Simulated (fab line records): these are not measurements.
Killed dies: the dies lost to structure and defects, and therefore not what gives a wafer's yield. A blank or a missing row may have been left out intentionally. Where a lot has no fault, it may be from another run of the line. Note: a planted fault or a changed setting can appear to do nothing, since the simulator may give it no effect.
A lot that was struck, set against a sound lot ; flow sky130 ; 18 steps out of a route of 708
Sound: these wafers, L658.1, L658.2, L658.3. Wafers L665.2, L665.3, L665.4 were the ones struck. The cause comes at the end.
At each step with rows: each side's tool, then ch and its chambers, then its first start. Under that, the readings that differ: sound wafers ; struck wafers ; difference of the means ; sigmas: that difference in standard deviations of wafers without a fault.
alike: readings with means less than 2 such deviations apart, plus words and numbers identical on both sides. not compared: withheld readings, readings lacking a value on some wafer, bounds such as >300 that could conceal the same value, and numbers that have no deviation in the record and whose values overlap.
The two part at a step that has a row with sigmas, a row that says differs or no value, or rows on one side only. Numbers that have no deviation but don't overlap get no sigmas and don't part them. A reading that every wafer of one side lacks parts them only if that side has two wafers or more.

first, 1 step without rows for these wafers: SKY_VT_ADJUST_PCH_IMPLANT_08.
SKY_VT_ADJUST_PCH_STRIP_09: strips in O2/N2.
  sound on plasma_asher-04 ch 0,1, day 12 22:32; struck on plasma_asher-04 ch 0,1, day 15 00:46
  alike: drypump_motor_current_A, oes_product_au, strip_time_to_endpoint_s
  not compared: rf_hours_counter_h
SKY_VT_ADJUST_PCH_TW_MEAS_10:
  struck on film_metro-04, day 15 00:53; sound on film_metro-03, day 12 22:38
  alike: VT_ADJUST_PCH_TW
then, 7 steps without rows for these wafers: SKY_SONOS_TUNNEL_DEHYDRATE_00 (time 60 s); SKY_SONOS_TUNNEL_HMDS_01 (prime time 60 s); SKY_SONOS_TUNNEL_COAT_02 (resist thk 1140 nm); SKY_SONOS_TUNNEL_SOFTBAKE_03 (time 60 s); SKY_SONOS_TUNNEL_EXPOSE_04 (exposes mask TUNM, target cd 410 nm); SKY_SONOS_TUNNEL_PEB_05; SKY_SONOS_TUNNEL_DEVELOP_06 (develop time 60 s).
SKY_SONOS_TUNNEL_CD_MEAS_07 targets a cd of 410 nm.
  struck on cd_sem-01, day 16 03:31; sound on cd_sem-01, day 13 22:15
  alike: cd_nm
SKY_SONOS_TUNNEL_OVL_MEAS_08:
  struck on overlay-02, day 16 03:38; sound on overlay-02, day 13 22:22
  alike: SONOS_TUNNEL_OVL
SKY_SONOS_TUNNEL_IMPLANT_09:
  sound on implanter-03 ch 0, day 13 22:25; struck on implanter-02 ch 0, day 16 03:46
reading;sound;struck;difference;sigmas
implant_ion_amu;11 11 11;31 31 31;+20;
model.implant.rp_nm (nm);64.59 64.59 64.59;28.97 28.97 28.97;-35.62;
model.implant.drp_nm (nm);28.34 28.34 28.34;12.97 12.97 12.97;-15.37;
then, 2 steps without rows for these wafers: SKY_SONOS_TUNNEL_WET_ETCH_10 (etches SiO2 in dHF, target depth 14 nm, time 280 s); SKY_SONOS_TUNNEL_STRIP_11 (strips in SPM, time 600 s).
SKY_SONOS_TUNNEL_TW_MEAS_12:
  struck on film_metro-04, day 16 04:11; sound on film_metro-04, day 13 22:49
reading;sound;struck;difference;sigmas
SONOS_TUNNEL_TW;197.5 198.5 198.3;372.2 370.4 370.6;+173.0;+99 or more
then, 1 step without rows for these wafers: SKY_SONOS_TUNNEL_CLEAN_13 (cleans in dHF, time 20 s).
-- the record jumps here: 33 days lie between the struck wafers' starts before and after (it left off in module SONOS_TUNNEL and takes up again in module PAD_OPEN, whose first step shown is number 708 of the route) --
SKY_PAD_OPEN_PROBE_99:
  struck on prober-02, day 49 07:17; sound on prober-01, day 47 20:53
reading;sound;struck;difference;sigmas
killed_at_front_end;21 19 11;415 422 396;+394;+90
killed_dies;94 95 80;492 492 492;+402;+46
killed_on_rim;18 28 12;96 96 96;+77;+23
  alike: killed_at_M0_to_M3, killed_at_M4_up, killed_at_contacts, killed_at_other, killed_open, killed_short

WHERE THEY PART
Last at SKY_PAD_OPEN_PROBE_99 as far as this record goes, first at SKY_SONOS_TUNNEL_TW_MEAS_12.

WHY: the cause the simulator had injected
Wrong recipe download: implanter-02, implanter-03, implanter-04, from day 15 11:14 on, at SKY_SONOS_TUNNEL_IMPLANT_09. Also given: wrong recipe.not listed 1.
